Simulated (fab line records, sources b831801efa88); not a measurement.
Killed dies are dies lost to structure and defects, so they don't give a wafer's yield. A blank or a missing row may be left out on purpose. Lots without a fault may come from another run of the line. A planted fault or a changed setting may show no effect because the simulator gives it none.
A struck lot beside a sound one | flow gf180mcu | 27 steps out of a route of 602
Sound: wafers L303.3, L303.4, L303.5. Struck: wafers L293.2, L293.5, L293.6. The cause comes at the end.
At each step with rows: each side's tool, then ch and its chambers, then its first start. Under that, the readings that differ: sound wafers | struck wafers | difference of the means | sigmas: that difference in standard deviations of wafers without a fault.
alike: readings whose means differ by less than 2 such deviations, and words and numbers that are the same on both sides. not compared: withheld readings, readings that some wafer has no value for, bounds like >300 that may hide the same value, and numbers for which the record gives no deviation and whose values overlap.
The two part at a step that has a row with sigmas, a row that says differs or no value, or rows on one side only. Numbers that don't overlap but have no deviation are shown without sigmas and don't part them. A reading that every wafer of one side lacks parts them only if that side has two wafers or more.

GF_NWELL_STRIP_10: strips in O2/N2.
  sound on plasma_asher-02 ch 0,1, day 8 06:31; struck on plasma_asher-02 ch 0,1, day 6 03:07
  alike: chamber_pressure_mTorr, drypump_motor_current_A, heater_power_w, oes_product_au, strip_time_to_endpoint_s
  not compared: rf_hours_counter_h
GF_NWELL_TW_MEAS_11:
  sound on film_metro-01, day 8 06:37; struck on film_metro-04, day 6 03:13
  reading  | sound          | struck         | difference | sigmas
  NWELL_TW | 1585 1589 1594 | 1547 1546 1546 | -43        | -3
then, 7 steps without rows for these wafers: GF_LVPWELL_DEHYDRATE_00 (time 60 s); GF_LVPWELL_HMDS_01 (prime time 60 s); GF_LVPWELL_COAT_02 (resist thk 3000 nm); GF_LVPWELL_SOFTBAKE_03; GF_LVPWELL_EXPOSE_04 (exposes mask LVPWELL, target cd 600 nm); GF_LVPWELL_PEB_05; GF_LVPWELL_DEVELOP_06 (develop time 60 s).
GF_LVPWELL_OVL_MEAS_07:
  sound on overlay-01, day 8 23:26; struck on overlay-02, day 6 17:50
  alike: LVPWELL_OVL
then, 2 steps without rows for these wafers: GF_LVPWELL_IMPLANT_08; GF_LVPWELL_IMPLANT_09.
GF_LVPWELL_STRIP_10: strips in O2/N2.
  sound on plasma_asher-02 ch 0,1, day 8 23:47; struck on plasma_asher-04 ch 0,1, day 6 18:10
  no value came back on the struck wafers for any of 5 readings (chamber_pressure_mTorr (mTorr), drypump_motor_current_A (A) and others); on the sound wafers chamber_pressure_mTorr (mTorr) reads 1498.8 1499.3 1499.6
  reading                                   | sound | struck         | difference | sigmas
  model.coat_of_LVPWELL_COAT_02.thk_nm (nm) | 0 0 0 | 3004 3009 3011 | +3008      |
  not compared: rf_hours_counter_h
GF_LVPWELL_TW_MEAS_11:
  sound on film_metro-03, day 8 23:53; struck on film_metro-04, day 6 18:16
  alike: LVPWELL_TW
then, 7 steps without rows for these wafers: GF_MVSD_DEHYDRATE_00 (time 60 s); GF_MVSD_HMDS_01 (prime time 60 s); GF_MVSD_COAT_02 (resist thk 3000 nm); GF_MVSD_SOFTBAKE_03; GF_MVSD_EXPOSE_04 (exposes mask MVSD, target cd 1000 nm); GF_MVSD_PEB_05; GF_MVSD_DEVELOP_06 (develop time 60 s).
GF_MVSD_OVL_MEAS_07:
  sound on overlay-01, day 9 16:19; struck on overlay-02, day 7 09:16
  reading       | sound       | struck         | difference | sigmas
  MVSD_OVL (nm) | 2.0 1.3 1.2 | -1.5 -1.6 -3.2 | -3.6       | -3
then, 2 steps without rows for these wafers: GF_MVSD_IMPLANT_08; GF_MVSD_IMPLANT_09.
GF_MVSD_STRIP_10: strips in O2/N2.
  sound on plasma_asher-01 ch 0,1, day 9 16:40; struck on plasma_asher-01 ch 0,1, day 7 09:35
  reading                      | sound             | struck            | difference | sigmas
  oes_product_au (a.u.)        | 0.719 0.723 0.721 | 0.736 0.744 0.742 | +0.020     | +4
  strip_time_to_endpoint_s (s) | 36.89 37.03 36.91 | 81.17 81.25 81.28 | +44.29     | +99 or more
  alike: chamber_pressure_mTorr, drypump_motor_current_A, heater_power_w
  not compared: rf_hours_counter_h
GF_MVSD_TW_MEAS_11:
  sound on film_metro-03, day 9 16:46; struck on film_metro-03, day 7 09:42
  reading | sound          | struck   | difference | sigmas
  MVSD_TW | 1596 1587 1585 | 30 30 30 | -1559      | -99 or more
then, 1 step without rows for these wafers: GF_MVPSD_DEHYDRATE_00 (time 60 s).

WHERE THEY PART
First at GF_NWELL_TW_MEAS_11; last, within this record, at GF_MVSD_TW_MEAS_11.

WHY: what the simulator had put in
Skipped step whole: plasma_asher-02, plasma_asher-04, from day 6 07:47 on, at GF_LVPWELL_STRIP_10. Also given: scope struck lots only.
